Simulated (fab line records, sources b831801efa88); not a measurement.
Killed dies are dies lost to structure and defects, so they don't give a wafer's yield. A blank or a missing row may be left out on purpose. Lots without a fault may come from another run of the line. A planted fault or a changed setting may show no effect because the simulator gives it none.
A struck lot beside a sound one | flow sfq_line | 42 steps out of a route of 325
Sound: wafers L548.4, L548.5, L548.6. Struck: wafer L556.3. (L556.5 of the same lot was not struck and is left out.) The cause comes at the end.
At each step with rows: each side's tool, then ch and its chambers, then its first start. Under that, the readings that differ: sound wafers | struck wafers | difference of the means | sigmas: that difference in standard deviations of wafers without a fault.
alike: readings whose means differ by less than 2 such deviations, and words and numbers that are the same on both sides. not compared: withheld readings, readings that some wafer has no value for, bounds like >300 that may hide the same value, and numbers for which the record gives no deviation and whose values overlap.
The two part at a step that has a row with sigmas, a row that says differs or no value, or rows on one side only. Numbers that don't overlap but have no deviation are shown without sigmas and don't part them. A reading that every wafer of one side lacks parts them only if that side has two wafers or more.

first, 6 steps without rows for these wafers: SFQ_TRILAYER_M6_LITHO_COAT_164 (resist thk 62 nm); SFQ_TRILAYER_M6_LITHO_COAT_159 (resist thk 600 nm); SFQ_TRILAYER_M6_LITHO_SOFTBAKE_163; SFQ_TRILAYER_M6_LITHO_EXPOSE_160 (exposes mask M6, target cd 500 nm); SFQ_TRILAYER_M6_LITHO_PEB_162 (peb time 60 s); SFQ_TRILAYER_M6_LITHO_DEVELOP_161 (time 60 s).
SFQ_M6_OVL_MEAS_940:
  sound on overlay-02, day 71 02:39; struck on overlay-01, day 72 05:10
  alike: M6_OVL
then, 2 steps without rows for these wafers: SFQ_TRILAYER_M6_BARC_OPEN_METAL_ETCH_206 (etches BARC in O2, target depth 125 nm, time 41.7 s); SFQ_TRILAYER_M6_ETCH_METAL_ETCH_162 (etches Nb in Cl2/Ar, stops on SiO2, target depth 240 nm, time 120 s).
SFQ_TRILAYER_M6_STRIP_STRIP_163: strips in O2.
  sound on rie_metal-04 ch 0,1, day 71 03:03; struck on rie_metal-03 ch 1, day 72 05:35
  reading                     | sound       | struck | difference | sigmas
  drypump_motor_current_A (A) | 5.7 5.7 5.6 | 6.6    | +0.9       | +2
  alike: oes_product_au
  not compared: rf_hours_counter_h
then, 2 steps without rows for these wafers: SFQ_TRILAYER_M6_STRIP_SOLV_CLEAN_164 (cleans in NMP, time 600 s); SFQ_TRILAYER_I6_DEP_PECVD_165 (deposits SiO2 from SiH4/N2O, time 111.11 s, target thk 500 nm).
SFQ_TRILAYER_I6_CMP_CMP_166: polishes SiO2.
  sound on cmp-01 ch 1,2,3, day 71 04:43; struck on cmp-01 ch 0, day 72 07:44
  reading                                             | sound             | struck | difference | sigmas
  time_to_endpoint_s (s)                              | 210 234 224       | 277    | +54        | +7
  model.SiO2_of_TRILAYER_I6_DEP_PECVD_165.thk_nm (nm) | 199.8 201.8 199.5 | 303.6  | +103.2     |
  alike: motor_current_A
SFQ_I6_BOW_MEAS_941:
  sound on film_metro-04, day 71 06:46; struck on film_metro-03, day 72 09:16
  alike: I6_BOW
SFQ_TRILAYER_I6_METRO_MEASURE_167:
  sound on film_metro-04, day 71 07:26; struck on film_metro-03, day 72 09:45
  reading     | sound             | struck | difference | sigmas
  thk_nm (nm) | 199.8 201.9 199.6 | 303.9  | +103.5     | +94
then, 6 steps without rows for these wafers: SFQ_TRILAYER_I6_VIA_LITHO_COAT_174 (resist thk 62 nm); SFQ_TRILAYER_I6_VIA_LITHO_COAT_169 (resist thk 650 nm); SFQ_TRILAYER_I6_VIA_LITHO_SOFTBAKE_173; SFQ_TRILAYER_I6_VIA_LITHO_EXPOSE_170 (exposes mask I6, target cd 700 nm); SFQ_TRILAYER_I6_VIA_LITHO_PEB_172 (peb time 60 s); SFQ_TRILAYER_I6_VIA_LITHO_DEVELOP_171 (time 60 s).
-- the record jumps here: 5 days lie between the struck wafers' starts before and after --
SFQ_I6_OVL_MEAS_942:
  sound on overlay-02, day 76 04:40; struck on overlay-01, day 77 06:42
  alike: I6_OVL
then, 1 step without rows for these wafers: SFQ_TRILAYER_I6_VIA_BARC_OPEN_VIA_ETCH_235 (etches BARC in O2, target depth 125 nm, time 41.7 s).
SFQ_TRILAYER_I6_VIA_ETCH_VIA_ETCH_172: etches SiO2 in CHF3, stops on Nb, target depth 260 nm.
  sound on rie_diel-03 ch 2,3, day 76 04:43; struck on rie_diel-04 ch 3, day 77 06:46
  reading                        | sound             | struck | difference | sigmas
  oes_product_au (a.u.)          | 0.850 0.860 0.851 | 0.980  | +0.126     | +24
  model.etch.depth_nm (nm)       | 199.8 201.8 199.5 | 251.8  | +51.4      |
  model.I6.feature_depth_nm (nm) | 199.8 201.8 199.5 | 251.8  | +51.4      |
  alike: drypump_motor_current_A
SFQ_TRILAYER_I6_VIA_STRIP_STRIP_173: strips in O2.
  sound on rie_metal-01 ch 0,1, day 76 05:02; struck on rie_metal-02 ch 1, day 77 07:17
  alike: drypump_motor_current_A, oes_product_au
  not compared: rf_hours_counter_h
then, 1 step without rows for these wafers: SFQ_TRILAYER_I6_VIA_STRIP_SOLV_CLEAN_174 (cleans in NMP, time 600 s).
SFQ_TRILAYER_M7_DEP_PRE_CLEAN_176: time 22.5 s.
  sound on pvd_sputter-05, day 76 05:36; struck on pvd_sputter-06, day 77 08:15
  reading                                             | sound           | struck | difference | sigmas
  model.SiO2_of_TRILAYER_I6_DEP_PECVD_165.thk_nm (nm) | 192.3 194.3 192 | 296.1  | +103.2     |
then, 1 step without rows for these wafers: SFQ_TRILAYER_M7_DEP_SPUTTER_175 (material Nb, target thk 200 nm, time 133.3 s).
SFQ_M7_RS_MEAS_943: measures by four-point-probe.
  sound on film_metro-03, day 76 05:47; struck on film_metro-03, day 77 08:25
  alike: M7_NB_RS
then, 6 steps without rows for these wafers: SFQ_TRILAYER_M7_LITHO_COAT_182 (resist thk 62 nm); SFQ_TRILAYER_M7_LITHO_COAT_177 (resist thk 600 nm); SFQ_TRILAYER_M7_LITHO_SOFTBAKE_181; SFQ_TRILAYER_M7_LITHO_EXPOSE_178 (exposes mask M7, target cd 500 nm); SFQ_TRILAYER_M7_LITHO_PEB_180 (peb time 60 s); SFQ_TRILAYER_M7_LITHO_DEVELOP_179 (time 60 s).
SFQ_M7_OVL_MEAS_945:
  sound on overlay-02, day 77 19:19; struck on overlay-01, day 78 10:55
  alike: M7_OVL
SFQ_TRILAYER_M7_BARC_OPEN_METAL_ETCH_229: etches BARC in O2, target depth 125 nm, time 41.7 s.
  sound on rie_metal-04 ch 0,1, day 77 19:21; struck on rie_metal-04 ch 1, day 78 10:57
  alike: drypump_motor_current_A, oes_product_au
  not compared: rf_hours_counter_h
SFQ_TRILAYER_M7_ETCH_METAL_ETCH_180: etches Nb in Cl2/Ar, stops on SiO2, target depth 240 nm, time 120 s.
  sound on rie_metal-04 ch 0,1, day 77 19:26; struck on rie_metal-04 ch 1, day 78 11:02
  alike: drypump_motor_current_A, oes_product_au
  not compared: rf_hours_counter_h
then, 2 steps without rows for these wafers: SFQ_TRILAYER_M7_STRIP_STRIP_181 (strips in O2); SFQ_TRILAYER_M7_STRIP_SOLV_CLEAN_182 (cleans in NMP, time 600 s).
SFQ_TRILAYER_I7_DEP_PECVD_183: deposits SiO2 from SiH4/N2O, time 111.11 s, target thk 500 nm.
  sound on pecvd-01 ch 0,1,2, day 77 20:20; struck on pecvd-01 ch 2, day 78 11:53
  alike: heater_power_outer_w, heater_power_w, throttle_valve_pct
-- the record jumps here: 7 days lie between the struck wafers' starts before and after --
SFQ_M8_BOW_MEAS_951:
  sound on film_metro-04, day 81 20:53; struck on film_metro-04, day 85 18:21
  reading                 | sound             | struck | difference | sigmas
  model.etest.i6.link_ohm | 1.859 1.855 1.877 | 1e+06  | +1e+06     |
  alike: M8_BOW

WHERE THEY PART
First at SFQ_TRILAYER_M6_STRIP_STRIP_163; last, within this record, at SFQ_TRILAYER_I6_VIA_ETCH_VIA_ETCH_172. Later steps at which nothing parts them and some readings are alike: SFQ_TRILAYER_I6_VIA_STRIP_STRIP_173, SFQ_M7_RS_MEAS_943, SFQ_M7_OVL_MEAS_945, SFQ_TRILAYER_M7_BARC_OPEN_METAL_ETCH_229, SFQ_TRILAYER_M7_ETCH_METAL_ETCH_180, SFQ_TRILAYER_I7_DEP_PECVD_183, SFQ_M8_BOW_MEAS_951.

WHY: what the simulator had put in
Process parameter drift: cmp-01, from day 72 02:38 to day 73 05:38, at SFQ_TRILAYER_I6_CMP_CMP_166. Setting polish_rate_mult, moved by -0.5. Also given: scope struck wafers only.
